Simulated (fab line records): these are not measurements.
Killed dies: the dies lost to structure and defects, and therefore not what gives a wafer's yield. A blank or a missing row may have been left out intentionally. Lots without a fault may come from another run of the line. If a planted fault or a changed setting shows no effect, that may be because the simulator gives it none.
Which tool was responsible? -- flow gf180mcu -- 21 wafers from 7 lots sampled at 2 of the route's 602 steps

== WHAT THE GAUGES READ, wafer by wafer ==
GF_PSD_RS_MEAS_14: measures by four-point-probe.
lot,measured,on,NSD_RS (ohm/sq)
L353,day 14 22:07,film_metro-03,46.26 46.20 46.14
L355,day 15 22:17,film_metro-03,46.11 46.18 46.16
L359,day 17 02:10,film_metro-02,46.14 45.99 46.19
L363,day 18 14:16,film_metro-04,41.94 41.98 42.00
L365,day 19 10:29,film_metro-03,42.07 41.96 42.04
L371,day 21 09:35,film_metro-02,46.12 46.15 46.20
L373,day 22 04:26,film_metro-04,46.07 46.03 46.08

== TOOL THAT RAN EACH LOT (tool first, then ch and the chambers of the sampled wafers, then the start) ==
lot,GF_PSD_RTA_13
L353,"rtp_anneal-02 ch 0, day 14 22:02"
L355,"rtp_anneal-02 ch 0, day 15 22:11"
L359,"rtp_anneal-01 ch 0, day 17 02:04"
L363,"rtp_anneal-01 ch 0, day 18 14:11"
L365,"rtp_anneal-01 ch 0, day 19 10:23"
L371,"rtp_anneal-02 ch 0, day 21 09:29"
L373,"rtp_anneal-01 ch 0, day 22 04:16"
- GF_PSD_RTA_13: time 20 s.

== THE ANSWER, worked out from the rows above alone ==
Rule: the lots themselves supply what counts as usual. The widest of any qualifying gaps counts: lots, ordered by their means at a reading, are off when they make up no more than a third of the lots, leave a main group of 4 or more, and stand apart from it by 3 or more times the standard deviation of that group's means. A main group is skipped when, at the precision printed for the reading in the tables above, its means are all equal. Also off: a lot with no number at a reading for which 4 or more lots have one. Where the step has rows for the other lots, those lots are counted as sound.
Off: L363, L365, seen at GF_PSD_RS_MEAS_14 (NSD_RS). Main group: mean 46.13 ohm/sq, sd 0.048.
If a tool, at a process step before that reading, ran all the lots that are off and no sound lot after the first of them, it fits. Gauges at GF_PSD_RS_MEAS_14: tried the same way as those tools. None of those tried fits.

== WHAT THE SIMULATOR PUT IN ==
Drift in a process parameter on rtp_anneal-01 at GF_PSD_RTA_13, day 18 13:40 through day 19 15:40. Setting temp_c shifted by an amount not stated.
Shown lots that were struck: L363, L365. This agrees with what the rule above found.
